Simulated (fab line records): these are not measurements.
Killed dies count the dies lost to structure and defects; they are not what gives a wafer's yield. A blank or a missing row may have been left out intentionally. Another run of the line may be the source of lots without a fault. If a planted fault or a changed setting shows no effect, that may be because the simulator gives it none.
fab line records -- flow sky130
[record] lots = 6, wafers = 17, last-day = 49
route steps=708 shown LI_CONTACT@371 LOCAL_INTERCONNECT@387
lots with no fault: from the same line, run without faults
start-h: the number of hours between the record's first day and the start of the first shown wafer of the lot -- wait-h: how many hours have passed since the lot's step before this one -- " identical to the entry in the row above -- L1.1+2: a row that stands for several wafers -- - no value, or no start was given -- * or withheld: withheld -- < > ~ a bound
route shown NAME@n: names a module that has steps shown in the file, with the first one's number in the route -- usual: mean/standard deviation taken from wafers without a fault -- same: alike in all rows -- chamber/n: place in a boat -- sites: each site's reading -- _std_site: their standard deviation -- _edge_site: inner sites' mean taken away from outer sites' mean -- radius-mm: how far each site lies from the wafer's centre -- mask NAME#n: copy n -- behind: the tool/chamber that last shaped the wafer -- hold: why the lot was held/for how many hours/how that ended -- device: whichever transistor did not switch (one of n, p or np) -- end of line: at the end of the route, the tests of the same wafers -- for a step that has no rows: nothing shown but its recipe -- killed: count of dies lost to structure and defects at first sort (not the wafer's yield) -- map: shows each die of a wafer: x if killed, . if not, _ if none is there
set.NAME: setting as actually run; set.NAME@STEP: the setting as run at that earlier step -- model.NAME: the simulator's own value behind a step, which no gauge read
lots at selected steps of the route; one table per step, one row per wafer
services: from which hour (start-h, from the record's first day; less than 0 if before it) a tool's chamber was out of use, for how many hours, and why
[[steps]]
[step SKY_LI_CONTACT_EXPOSE_09]
[recipe] mask-id = LICM1, na = 0.8, source-shape = annular, sigma-inner = 0.55, sigma-outer = 0.85, target-cd-nm = 170, dose-mj = 38
[step SKY_LI_CONTACT_PEB_10]
[recipe] peb-temp-c = withheld, peb-time-s = withheld, resist = KrF-thick
[step SKY_LI_CONTACT_DEVELOP_11]
[recipe] develop-time-s = 60, resist = KrF-thick, dev-temp-c = 21
[step SKY_LI_CONTACT_CD_MEAS_12]
[recipe] target-cd-nm = 170
[usual] cd-nm = 169.9/1.4
lot.wafer,tool,chamber,start-h,wait-h,cd-nm
L679.1,cd-sem-01,-,700.44,-,168.4
L679.5,cd-sem-01,-,700.44,-,168.8
L679.6,cd-sem-01,-,700.44,-,169.4
L680.2,cd-sem-01,-,708.35,-,168.1
L680.4,cd-sem-01,-,708.35,-,169.0
L680.6,cd-sem-01,-,708.35,-,168.2
L682.2,cd-sem-02,-,716.64,-,168.5
L682.3,cd-sem-02,-,716.64,-,170.0
L693.1,cd-sem-02,-,805.07,-,170.9
L693.4,cd-sem-02,-,805.07,-,171.8
L693.6,cd-sem-02,-,805.07,-,169.1
L695.3,cd-sem-02,-,814.50,-,169.6
L695.5,cd-sem-02,-,814.50,-,170.4
L695.6,cd-sem-02,-,814.50,-,169.3
L697.2,cd-sem-02,-,823.06,-,170.0
L697.4,cd-sem-02,-,823.06,-,170.0
L697.6,cd-sem-02,-,823.06,-,170.4
[step SKY_LI_CONTACT_OVL_MEAS_13]
[usual] LI_CONTACT_OVL = 3/5.1
lot.wafer,tool,chamber,start-h,wait-h,LI_CONTACT_OVL[nm]
L679.1,overlay-02,-,700.56,0.1,-2
L679.5,overlay-02,-,700.56,0.1,-1
L679.6,overlay-02,-,700.56,0.1,3
L680.2,overlay-01,-,708.45,0.1,7
L680.4,overlay-01,-,708.45,0.1,7
L680.6,overlay-01,-,708.45,0.1,1
L682.2,overlay-01,-,716.75,0.1,-1
L682.3,overlay-01,-,716.75,0.1,2
L693.1,overlay-01,-,805.19,0.1,-3
L693.4,overlay-01,-,805.19,0.1,-8
L693.6,overlay-01,-,805.19,0.1,-2
L695.3,overlay-01,-,814.59,0.1,4
L695.5,overlay-01,-,814.59,0.1,6
L695.6,overlay-01,-,814.59,0.1,9
L697.2,overlay-01,-,823.17,0.1,14
L697.4,overlay-01,-,823.17,0.1,13
L697.6,overlay-01,-,823.17,0.1,15
[step SKY_LI_CONTACT_ETCH_14]
[recipe] chemistry = N2/H2, target = BARC, ion-energy-ev = 200, source-w = 500, bias-w = 100, pressure-mtorr = 30, n2-flow-sccm = 100, h2-flow-sccm = 200, stop-on = SiO2, time-s = 45.9, target-depth-a = 600
[usual] drypump-motor-current-A = 5.7/0.45, oes-product-au = 0.854/0.0047, throttle-valve-pct = 13.226/0.0089
[same] time-s = 45.9
lot.wafer,tool,chamber,start-h,wait-h,drypump-motor-current-A,oes-product-au,rf-hours-counter-h,throttle-valve-pct
L679.1,rie-diel-02,1,700.59,0.0,6.2,0.854,52,13.252
L679.5,rie-diel-02,0,700.59,0.0,5.5,0.848,-,13.228
L679.6,rie-diel-02,3,700.59,0.0,5.9,0.845,-,13.221
L680.2,rie-diel-01,1,708.48,0.0,5.6,0.850,19,13.230
L680.4,rie-diel-01,3,708.48,0.0,5.8,0.852,5,13.227
L680.6,rie-diel-01,1,708.48,0.0,5.6,0.853,-,13.234
L682.2,rie-diel-03,0,716.78,0.0,5.4,0.846,18,13.224
L682.3,rie-diel-03,2,716.78,0.0,5.5,0.849,49,13.220
L693.1,rie-diel-01,1,805.23,0.0,5.6,0.856,21,13.243
L693.4,rie-diel-01,2,805.23,0.0,6.5,0.870,3,13.238
L693.6,rie-diel-01,0,805.23,0.0,4.9,0.852,-,13.215
L695.3,rie-diel-03,1,814.61,0.0,6.3,0.855,3,13.236
L695.5,rie-diel-03,0,814.61,0.0,5.4,0.850,-,13.214
L695.6,rie-diel-03,2,814.61,0.0,5.4,0.854,-,13.220
L697.2,rie-diel-03,1,823.20,0.0,6.3,0.856,3,13.225
L697.4,rie-diel-03,2,823.20,0.0,5.5,0.850,-,13.226
L697.6,rie-diel-03,0,823.20,0.0,5.4,0.863,-,13.234
[step SKY_LI_CONTACT_ETCH_15]
[recipe] target = PSG, chemistry = C4F8/O2/Ar, stop-on = Si, taper-deg = 4.15, mask-material = KrF-thick, source-w = 1500, bias-w = 1200, pressure-mtorr = 40, c4f8-flow-sccm = withheld, O2_flow_sccm = 6, Ar_flow_sccm = 300, time-s = withheld, target-depth-a = 6000
[usual] oes-product-au = 0.837/0.0046
lot.wafer,tool,chamber,start-h,wait-h,oes-product-au
L679.1,rie-diel-02,1,700.63,0.0,0.837
L679.5,rie-diel-02,0,700.63,0.0,0.837
L679.6,rie-diel-02,3,700.63,0.0,0.837
L680.2,rie-diel-01,1,708.52,0.0,0.836
L680.4,rie-diel-01,3,708.52,0.0,0.839
L680.6,rie-diel-01,1,708.52,0.0,0.839
L682.2,rie-diel-03,0,716.82,0.0,0.833
L682.3,rie-diel-03,2,716.82,0.0,0.838
L693.1,rie-diel-01,1,805.27,0.0,0.829
L693.4,rie-diel-01,2,805.27,0.0,0.840
L693.6,rie-diel-01,0,805.27,0.0,0.838
L695.3,rie-diel-03,1,814.65,0.0,0.840
L695.5,rie-diel-03,0,814.65,0.0,0.840
L695.6,rie-diel-03,2,814.65,0.0,0.838
L697.2,rie-diel-03,1,823.24,0.0,0.831
L697.4,rie-diel-03,2,823.24,0.0,0.828
L697.6,rie-diel-03,0,823.24,0.0,0.829
[step SKY_LI_CONTACT_STRIP_16]
[recipe] chemistry = O2/N2, power-w = 1400, pressure-mtorr = 1500, platen-temp-c = withheld, o2-flow-sccm = 3000, n2-flow-sccm = 300, overash-fraction = 0.5
[usual] drypump-motor-current-A = 5.9/0.44, oes-product-au = 0.375/0.0052, strip-time-to-endpoint-s = 3.503/0.025
[same] overash-fraction = 0.5
lot.wafer,tool,chamber,start-h,wait-h,drypump-motor-current-A,oes-product-au,rf-hours-counter-h,strip-time-to-endpoint-s
L679.1,plasma-asher-02,0,700.72,-,6.2,0.378,27,3.466
L679.5,plasma-asher-02,0,700.72,-,6.2,0.367,-,3.482
L679.6,plasma-asher-02,1,700.72,-,5.4,0.385,-,3.484
L680.2,plasma-asher-03,1,708.61,-,6.6,0.379,55,3.503
L680.4,plasma-asher-03,1,708.61,-,6.5,0.377,-,3.506
L680.6,plasma-asher-03,0,708.61,-,5.4,0.371,-,3.519
L682.2,plasma-asher-03,0,716.90,-,5.4,0.370,56,3.491
L682.3,plasma-asher-03,1,716.90,-,6.6,0.374,-,3.499
L693.1,plasma-asher-01,1,805.35,-,6.0,0.377,5,3.549
L693.4,plasma-asher-01,1,805.35,-,6.0,0.379,-,3.514
L693.6,plasma-asher-01,0,805.35,-,5.5,0.380,-,3.513
L695.3,plasma-asher-01,0,814.77,-,5.5,0.367,-,3.505
L695.5,plasma-asher-01,1,814.77,-,6.1,0.359,-,3.487
L695.6,plasma-asher-01,0,814.77,-,5.6,0.377,-,3.511
L697.2,plasma-asher-02,1,823.32,-,5.4,0.385,41,3.492
L697.4,plasma-asher-02,1,823.32,-,5.4,0.381,-,3.484
L697.6,plasma-asher-02,0,823.32,-,6.2,0.374,-,3.479
[step SKY_LI_CONTACT_CLEAN_17]
[recipe] chemistry = NMP, time-s = 600, temp-c = 60, dry = n2-spin
[step SKY_LI_CONTACT_PRE_CLEAN_18]
[recipe] gas = Ar, time-s = 5.6, bias-v = 358
[step SKY_LI_CONTACT_SPUTTER_19]
[recipe] material = Ti, target-thk-nm = 20, chamber-pressure-pa = 5, power-w = 2500, substrate-temp-c = 200, time-s = 106.37
[usual] cathode-dc-power-W = 2500.0/0.45, throttle-valve-pct = 29.9/1.3
[same] time-s = 106.37
lot.wafer,tool,chamber,start-h,wait-h,cathode-dc-power-W,throttle-valve-pct
L679.1,pvd-sputter-04,-,701.01,0.0,2499.6,28.7
L679.5,pvd-sputter-04,-,701.01,0.0,2500.2,31.6
L679.6,pvd-sputter-04,-,701.01,0.0,2500.4,28.9
L680.2,pvd-sputter-03,-,708.90,0.0,2500.8,29.6
L680.4,pvd-sputter-03,-,708.90,0.0,2499.6,31.7
L680.6,pvd-sputter-03,-,708.90,0.0,2499.9,29.6
L682.2,pvd-sputter-03,-,717.20,0.0,2500.0,30.4
L682.3,pvd-sputter-03,-,717.20,0.0,2499.6,30.4
L693.1,pvd-sputter-03,-,805.65,0.0,2499.4,30.9
L693.4,pvd-sputter-03,-,805.65,0.0,2499.8,31.9
L693.6,pvd-sputter-03,-,805.65,0.0,2499.4,30.5
L695.3,pvd-sputter-03,-,815.03,0.0,2500.7,29.5
L695.5,pvd-sputter-03,-,815.03,0.0,2500.1,31.7
L695.6,pvd-sputter-03,-,815.03,0.0,2500.4,29.2
L697.2,pvd-sputter-04,-,823.64,0.0,2500.1,32.1
L697.4,pvd-sputter-04,-,823.64,0.0,2500.1,29.0
L697.6,pvd-sputter-04,-,823.64,0.0,2499.7,28.7
[step SKY_LI_CONTACT_SPUTTER_20]
[recipe] material = TiN, target-thk-nm = 20, chamber-pressure-pa = 5, power-w = 4000, time-s = 80
[step SKY_LI_CONTACT_CVD_21]
[recipe] material = W, target-thk-nm = 400, time-s = 120.56, temp-c = 400, pressure-torr = 40
[usual] heater-power-w = 865/35
lot.wafer,tool,chamber,start-h,wait-h,heater-power-w,model.W_of_LI_CONTACT_CVD_21.thk-nm
L679.1,cvd-w-02,1,701.15,0.0,874,398.3
L679.5,cvd-w-02,1,701.15,0.0,855,450.4
L679.6,cvd-w-02,0,701.15,0.0,893,398.1
L680.2,cvd-w-01,1,709.04,0.0,873,406
L680.4,cvd-w-01,0,709.04,0.0,809,403.7
L680.6,cvd-w-01,1,709.04,0.0,912,407.3
L682.2,cvd-w-02,1,717.34,0.0,860,452
L682.3,cvd-w-02,0,717.34,0.0,875,401.5
L693.1,cvd-w-02,0,805.81,0.0,908,397.6
L693.4,cvd-w-02,0,805.81,0.0,885,398.5
L693.6,cvd-w-02,0,805.81,0.0,899,398
L695.3,cvd-w-01,0,815.21,0.1,799,401
L695.5,cvd-w-01,0,815.21,0.1,837,403
L695.6,cvd-w-01,1,815.21,0.1,893,400
L697.2,cvd-w-01,1,823.77,0.0,903,401.8
L697.4,cvd-w-01,1,823.77,0.0,901,399.4
L697.6,cvd-w-01,0,823.77,0.0,832,393.9
[step SKY_LI_CONTACT_RS_MEAS_22]
[recipe] thk-meas-gauge = four-point-probe, reads = W_of_LI_CONTACT_CVD_21+TiN_of_LI_CONTACT_SPUTTER_20+Ti_of_LI_CONTACT_SPUTTER_19
[usual] LI_CONTACT_W_RS = 0.2851/0.0029
lot.wafer,tool,chamber,start-h,wait-h,hold,LI_CONTACT_W_RS[ohm/sq]
L679.1,film-metro-01,-,701.28,0.1,await-dispo/0.2h/release,0.2869
L679.5,film-metro-01,-,701.28,0.1,await-dispo/0.2h/release,0.2525
L679.6,film-metro-01,-,701.28,0.1,await-dispo/0.2h/release,0.2858
L679.1,film-metro-01,-,701.72,0.4,-,0.2860
L679.5,film-metro-01,-,701.72,0.4,-,0.2528
L679.6,film-metro-01,-,701.72,0.4,-,0.2865
L680.2,film-metro-01,-,709.19,0.1,-,0.2812
L680.4,film-metro-01,-,709.19,0.1,-,0.2819
L680.6,film-metro-01,-,709.19,0.1,-,0.2797
L682.2,film-metro-02,-,717.48,0.1,await-dispo/0.2h/release,0.2518
L682.3,film-metro-02,-,717.48,0.1,await-dispo/0.2h/release,0.2831
L682.2,film-metro-02,-,717.86,0.4,-,0.2514
L682.3,film-metro-02,-,717.86,0.4,-,0.2830
L693.1,film-metro-02,-,805.93,0.1,-,0.2862
L693.4,film-metro-02,-,805.93,0.1,-,0.2859
L693.6,film-metro-02,-,805.93,0.1,-,0.2856
L695.3,film-metro-01,-,815.34,0.1,-,0.2842
L695.5,film-metro-01,-,815.34,0.1,-,0.2825
L695.6,film-metro-01,-,815.34,0.1,-,0.2842
L697.2,film-metro-04,-,823.92,0.1,-,0.2831
L697.4,film-metro-04,-,823.92,0.1,-,0.2847
L697.6,film-metro-04,-,823.92,0.1,-,0.2890
[step SKY_LI_CONTACT_THK_MEAS_23]
[recipe] thk-meas-gauge = xrf, reads = W_of_LI_CONTACT_CVD_21
[usual] LI_CONTACT_W_THK = 404/7.9
lot.wafer,tool,chamber,start-h,wait-h,hold,LI_CONTACT_W_THK[nm]
L679.1,film-metro-01,-,704.51,2.8,await-dispo/0.2h/release,405
L679.5,film-metro-01,-,704.51,2.8,await-dispo/0.2h/release,462
L679.6,film-metro-01,-,704.51,2.8,await-dispo/0.2h/release,409
L679.1,film-metro-01,-,704.74,0.2,-,409
L679.5,film-metro-01,-,704.74,0.2,-,466
L679.6,film-metro-01,-,704.74,0.2,-,409
L680.2,film-metro-01,-,709.30,0.1,-,419
L680.4,film-metro-01,-,709.30,0.1,-,415
L680.6,film-metro-01,-,709.30,0.1,-,422
L682.2,film-metro-02,-,720.36,2.5,await-dispo/0.2h/release,456
L682.3,film-metro-02,-,720.36,2.5,await-dispo/0.2h/release,407
L682.2,film-metro-02,-,720.59,0.2,-,456
L682.3,film-metro-02,-,720.59,0.2,-,406
L693.1,film-metro-02,-,806.05,0.1,-,407
L693.4,film-metro-02,-,806.05,0.1,-,409
L693.6,film-metro-02,-,806.05,0.1,-,403
L695.3,film-metro-01,-,815.44,0.1,-,413
L695.5,film-metro-01,-,815.44,0.1,-,414
L695.6,film-metro-01,-,815.44,0.1,-,415
L697.2,film-metro-04,-,824.03,0.1,-,399
L697.4,film-metro-04,-,824.03,0.1,-,395
L697.6,film-metro-04,-,824.03,0.1,-,391
[step SKY_LI_CONTACT_CMP_24]
[recipe] stop-on = PSG, t-overpolish-s = 20, down-force-psi = 3.5, platen-rpm = 60, target-thk-nm = 0, pad-velocity-m-s = 0.94248
[usual] edge-zone-pressure-frac = 1.000/0.0055, motor-current-A = 11.2/1.6, time-to-endpoint-s = 96/3.9
lot.wafer,tool,chamber,start-h,wait-h,hold,edge-zone-pressure-frac,motor-current-A,time-to-endpoint-s
L680.4,cmp-02,2,709.40,0.1,-,1.003,14.0,101
L680.2,cmp-02,3,709.40,0.1,-,0.999,9.8,100
L680.6,cmp-02,2,709.40,0.1,-,0.993,13.4,105
L679.1,cmp-01,2,710.42,5.7,await-dispo/5.6h/release,1.012,10.1,98
L679.6,cmp-01,2,710.42,5.7,await-dispo/5.6h/release,1.013,10.1,103
L679.5,cmp-01,3,710.42,5.7,await-dispo/5.6h/release,0.994,14.2,112
L682.3,cmp-01,2,723.86,3.2,await-dispo/3.2h/release,0.990,10.5,98
L682.2,cmp-01,3,723.86,3.2,await-dispo/3.2h/release,0.999,13.5,111
L693.1,cmp-02,3,806.11,0.1,-,0.994,9.2,88
L693.4,cmp-02,0,806.11,0.1,-,0.995,11.0,90
L693.6,cmp-02,3,806.11,0.1,-,0.994,9.4,90
L695.3,cmp-01,2,815.48,0.0,-,0.996,10.5,99
L695.5,cmp-01,2,815.48,0.0,-,0.998,10.9,100
L695.6,cmp-01,3,815.48,0.0,-,1.000,13.1,98
L697.2,cmp-02,2,824.08,0.0,-,1.007,13.5,94
L697.4,cmp-02,3,824.08,0.0,-,1.004,9.4,91
L697.6,cmp-02,3,824.08,0.0,-,1.002,8.9,88
[step SKY_LOCAL_INTERCONNECT_SPUTTER_00]
[recipe] material = TiN, target-thk-nm = 100, temp-c = 300, power-w = 6500, time-s = 83.3, chamber-pressure-pa = 0.4
[usual] cathode-dc-power-W = 6499.9/1.2, throttle-valve-pct = 29.6/1.1
[same] time-s = 83.3
lot.wafer,tool,chamber,start-h,wait-h,cathode-dc-power-W,throttle-valve-pct
L680.2,pvd-sputter-02,-,709.65,0.1,6498.7,28.2
L680.4,pvd-sputter-02,-,709.65,0.1,6498.2,30.7
L680.6,pvd-sputter-02,-,709.65,0.1,6502.7,30.5
L679.1,pvd-sputter-02,-,710.72,0.2,6499.8,29.3
L679.5,pvd-sputter-02,-,710.72,0.2,6501.3,29.3
L679.6,pvd-sputter-02,-,710.72,0.2,6501.3,30.2
L682.2,pvd-sputter-02,-,724.11,0.1,6499.2,29.4
L682.3,pvd-sputter-02,-,724.11,0.1,6501.1,30.7
L693.1,pvd-sputter-02,-,806.41,0.2,6501.0,29.3
L693.4,pvd-sputter-02,-,806.41,0.2,6499.9,28.2
L693.6,pvd-sputter-02,-,806.41,0.2,6498.8,30.9
L695.3,pvd-sputter-01,-,815.78,0.2,6499.2,28.8
L695.5,pvd-sputter-01,-,815.78,0.2,6498.6,30.9
L695.6,pvd-sputter-01,-,815.78,0.2,6501.2,30.3
L697.2,pvd-sputter-01,-,824.38,0.2,6498.9,29.2
L697.4,pvd-sputter-01,-,824.38,0.2,6499.5,30.7
L697.6,pvd-sputter-01,-,824.38,0.2,6497.2,30.2
[[services]]
tool,chamber,start-h,hours,kind
rie-diel-02,1,684.70,3.7,repair
cvd-w-01,-,689.00,0.3,repair
cvd-w-02,-,692.08,0.7,repair
plasma-asher-01,-,697.48,1.6,repair
pvd-sputter-04,-,711.83,6.9,repair
cmp-02,-,713.04,6.6,pm
cmp-02,-,719.64,3.6,pm
cmp-02,-,726.72,1.1,repair
cmp-02,-,729.26,1.3,repair
plasma-asher-01,-,733.75,9.0,pm
cvd-w-01,-,736.57,6.9,pm
cmp-02,-,741.19,2.8,repair
pvd-sputter-02,-,742.55,5.8,repair
cmp-02,-,744.09,4.0,pm
cmp-01,-,746.49,0.5,repair
cmp-01,-,749.32,4.5,pm
cvd-w-02,0,756.93,6.5,repair
cvd-w-02,-,766.53,0.5,repair
pvd-sputter-01,-,768.45,2.1,repair
pvd-sputter-02,-,788.64,0.7,repair
rie-diel-03,1,794.27,3.6,repair
pvd-sputter-02,-,796.09,1.0,repair
cmp-01,-,802.63,6.8,repair
pvd-sputter-03,-,806.96,1.1,repair
[[key]]
[first-sign] step = SKY_LI_CONTACT_RS_MEAS_22, reading = visit, direction = added
[effect] step = SKY_LI_CONTACT_RS_MEAS_22, reading = LI_CONTACT_W_RS, direction = down, sigmas = 11, usual = 0.2851, struck = 0.2522
[effect] step = SKY_LI_CONTACT_THK_MEAS_23, reading = visit, direction = added
[effect] step = SKY_LI_CONTACT_THK_MEAS_23, reading = LI_CONTACT_W_THK, direction = up, sigmas = 7, usual = 404, struck = 459
[effect] step = SKY_LI_CONTACT_CMP_24, reading = time-to-endpoint-s, direction = up, sigmas = 3.9, usual = *, struck = *
[model-effect] step = SKY_LI_CONTACT_CVD_21, value = W_of_LI_CONTACT_CVD_21.thk-nm, without = 402, struck = 451.2
met-at SKY_LI_CONTACT_CVD_21
struck-wafers L679.5,L682.2
tester-left-out L679,L682
[fault] kind = process-parameter-drift, tool = cvd-w-02, chamber = -, onset-h = 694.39, steps = SKY_LI_CONTACT_CVD_21, channel = target-thk-nm, offset = 49.238, shape = step, end-h = 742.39, scope = struck-wafers-only, acts-in = these-recipes-only, stated = 400
// tester-left-out: of these lots the tester's yield and bins aren't shown, on N5 and GAA mostly nor the transistor test; their killed dies are dies lost to structure and defects alone, not to doping, threshold or leakage, so they don't give the yield
